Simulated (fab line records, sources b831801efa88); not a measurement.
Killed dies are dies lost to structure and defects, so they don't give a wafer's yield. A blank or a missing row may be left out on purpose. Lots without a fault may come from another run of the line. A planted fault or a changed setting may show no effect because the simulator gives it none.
Which tool did it? | flow sky130 | 14 lots, 42 wafers sampled, at 3 steps of a route of 708

WHAT THE GAUGES READ, wafer by wafer
The record holds no reading of a measuring or inspecting step that can be judged against a usual standard deviation.

WHICH TOOL RAN EACH LOT (tool, then ch and the chambers of the sampled wafers, then the start)
lot  | SKY_POLY_GATE_ETCH_16              | SKY_POLY_GATE_STRIP_18               | SKY_PAD_OPEN_PROBE_99
L329 | rie_diel-01 ch 0,1,2, day 15 23:02 | plasma_asher-04 ch 0,1, day 15 23:11 | -
L330 | rie_diel-03 ch 1,2,3, day 16 08:32 | plasma_asher-01 ch 0,1, day 16 08:41 | -
L338 | rie_diel-01 ch 1,2,3, day 19 17:30 | plasma_asher-02 ch 0,1, day 19 17:41 | prober-02, day 48 00:52
L339 | rie_diel-01 ch 0,2,3, day 20 03:59 | plasma_asher-04 ch 0,1, day 20 04:08 | prober-01, day 48 07:52
L340 | rie_diel-01 ch 0,3, day 20 14:26   | plasma_asher-02 ch 0,1, day 20 14:35 | -
L342 | rie_diel-04 ch 0,1,3, day 21 01:32 | plasma_asher-02 ch 0,1, day 21 01:41 | prober-01, day 48 20:31
L343 | rie_diel-04 ch 0,1,3, day 21 12:05 | plasma_asher-02 ch 0,1, day 21 12:14 | -
L344 | rie_diel-03 ch 0,2,3, day 21 16:06 | plasma_asher-01 ch 1, day 21 16:16   | prober-01, day 49 03:40
L346 | rie_diel-03 ch 1,2,3, day 22 13:08 | plasma_asher-02 ch 0,1, day 22 13:17 | prober-02, day 49 17:51
L347 | rie_diel-04 ch 0,2,3, day 22 15:41 | plasma_asher-04 ch 0,1, day 22 15:50 | -
L349 | rie_diel-03 ch 2,3, day 23 18:24   | plasma_asher-01 ch 0,1, day 23 18:35 | -
L350 | rie_diel-04 ch 2,3, day 24 04:53   | plasma_asher-02 ch 0,1, day 24 05:02 | -
L351 | rie_diel-01 ch 1,2, day 24 19:56   | plasma_asher-04 ch 0,1, day 24 20:05 | prober-01, day 50 23:31
L352 | rie_diel-04 ch 1,2, day 25 11:47   | plasma_asher-02 ch 0,1, day 25 11:56 | -
- SKY_POLY_GATE_ETCH_16: etches Si3N4 in CH3F/O2, stops on poly-Si, time 147.5 s, target depth 75 nm.
- SKY_POLY_GATE_STRIP_18: strips in O2/N2.
- SKY_PAD_OPEN_PROBE_99

WHAT THE TOOLS THEMSELVES READ (means of the sampled wafers that have a number; where no wafer has one, the mark that the record gives instead)
SKY_POLY_GATE_ETCH_16.
lot  | tool        | bias_w (W) | ch3f_flow_sccm (sccm) | drypump_motor_current_A (A) | oes_product_au (a.u.) | throttle_valve_pct (%)
L329 | rie_diel-01 | 80.14      | 40.11                 | 5.9                         | 0.638                 | 10.542
L330 | rie_diel-03 | 80.22      | 39.96                 | 5.7                         | 0.641                 | 10.535
L338 | rie_diel-01 | 80.06      | 40.15                 | 5.6                         | 0.644                 | 10.541
L339 | rie_diel-01 | 80.14      | 39.94                 | 5.9                         | 0.638                 | 10.535
L340 | rie_diel-01 | 79.99      | 39.85                 | 6.3                         | 0.636                 | 10.529
L342 | rie_diel-04 | 79.89      | 39.89                 | 5.9                         | 0.637                 | 10.536
L343 | rie_diel-04 | 79.97      | 39.95                 | 5.9                         | 0.642                 | 10.532
L344 | rie_diel-03 | 79.65      | 40.02                 | 6.0                         | 0.636                 | 10.530
L346 | rie_diel-03 | 80.30      | 39.98                 | 5.7                         | 0.642                 | 10.537
L347 | rie_diel-04 | 80.08      | 40.13                 | 5.9                         | 0.644                 | 10.533
L349 | rie_diel-03 | 80.23      | 39.96                 | 5.7                         | 0.638                 | 10.531
L350 | rie_diel-04 | 79.84      | 40.03                 | 6.2                         | 0.633                 | 10.529
L351 | rie_diel-01 | 79.97      | 40.03                 | 5.6                         | 0.637                 | 10.532
L352 | rie_diel-04 | 80.34      | 40.04                 | 6.8                         | 0.641                 | 10.529

SKY_POLY_GATE_STRIP_18.
lot  | tool            | drypump_motor_current_A (A) | oes_product_au (a.u.) | strip_time_to_endpoint_s (s)
L329 | plasma_asher-04 | 6.0                         | 0.357                 | 3.16
L330 | plasma_asher-01 | 5.8                         | 0.363                 | 3.20
L338 | plasma_asher-02 | 5.6                         | 0.369                 | 3.51
L339 | plasma_asher-04 | 6.0                         | 0.370                 | 3.55
L340 | plasma_asher-02 | 5.6                         | 0.375                 | 3.59
L342 | plasma_asher-02 | 5.6                         | 0.356                 | 3.15
L343 | plasma_asher-02 | 5.8                         | 0.358                 | 3.20
L344 | plasma_asher-01 | 6.3                         | 0.360                 | 3.19
L346 | plasma_asher-02 | 5.8                         | 0.364                 | 3.20
L347 | plasma_asher-04 | 6.4                         | 0.358                 | 3.12
L349 | plasma_asher-01 | 5.8                         | 0.365                 | 3.19
L350 | plasma_asher-02 | 5.6                         | 0.361                 | 3.20
L351 | plasma_asher-04 | 6.3                         | 0.358                 | 3.17
L352 | plasma_asher-02 | 5.8                         | 0.359                 | 3.22

SKY_PAD_OPEN_PROBE_99.
lot  | tool      | killed_at_M0_to_M3 | killed_at_M4_up | killed_at_contacts | killed_at_front_end | killed_at_other | killed_dies | killed_open | killed_short
L338 | prober-02 | 49                 | 5.0             | 31                 | 15                  | 1.0             | 101         | 59          | 42
L339 | prober-01 | 43                 | 5.7             | 24                 | 11                  | 0.3             | 84          | 44          | 40
L342 | prober-01 | 48                 | 3.3             | 28                 | 15                  | 1.0             | 95          | 54          | 40
L344 | prober-01 | 35                 | 4.3             | 21                 | 19                  | 0.3             | 79          | 41          | 38
L346 | prober-02 | 50                 | 3.3             | 26                 | 15                  | 0.3             | 95          | 56          | 37
L351 | prober-01 | 42                 | 2.3             | 27                 | 16                  | 0.3             | 87          | 44          | 42

THE ANSWER, worked out from the rows above alone
Rule: what is usual is taken from the lots themselves. Put in order of their means at a reading, lots are off if they are a third of the lots or fewer, leave a main group of 4 or more, and stand apart from it by a gap of 3 or more times the standard deviation of the main group's means; of several such gaps the widest counts. A main group whose means are all the same, to the digits that the tables above print for the reading, isn't used. A lot without any number at a reading at which 4 lots or more have one is off too. The other lots that the step has rows for count as sound. The gauges are gone through in route order, then the tools' own readings, and for those a lot's mean is taken as printed above. The first step at which some lot is off is used, and at that step the reading that is off furthest; a lot without a number counts as furthest.
Off: L338, L339, L340, at SKY_POLY_GATE_STRIP_18 (strip_time_to_endpoint_s). The main group: mean 3.18 s, standard deviation 0.028.
A tool fits if, at that step or a process step before it, it ran every lot that is off, and no sound lot after the first of them. None of those tried fits.

WHAT THE SIMULATOR HAD PUT IN
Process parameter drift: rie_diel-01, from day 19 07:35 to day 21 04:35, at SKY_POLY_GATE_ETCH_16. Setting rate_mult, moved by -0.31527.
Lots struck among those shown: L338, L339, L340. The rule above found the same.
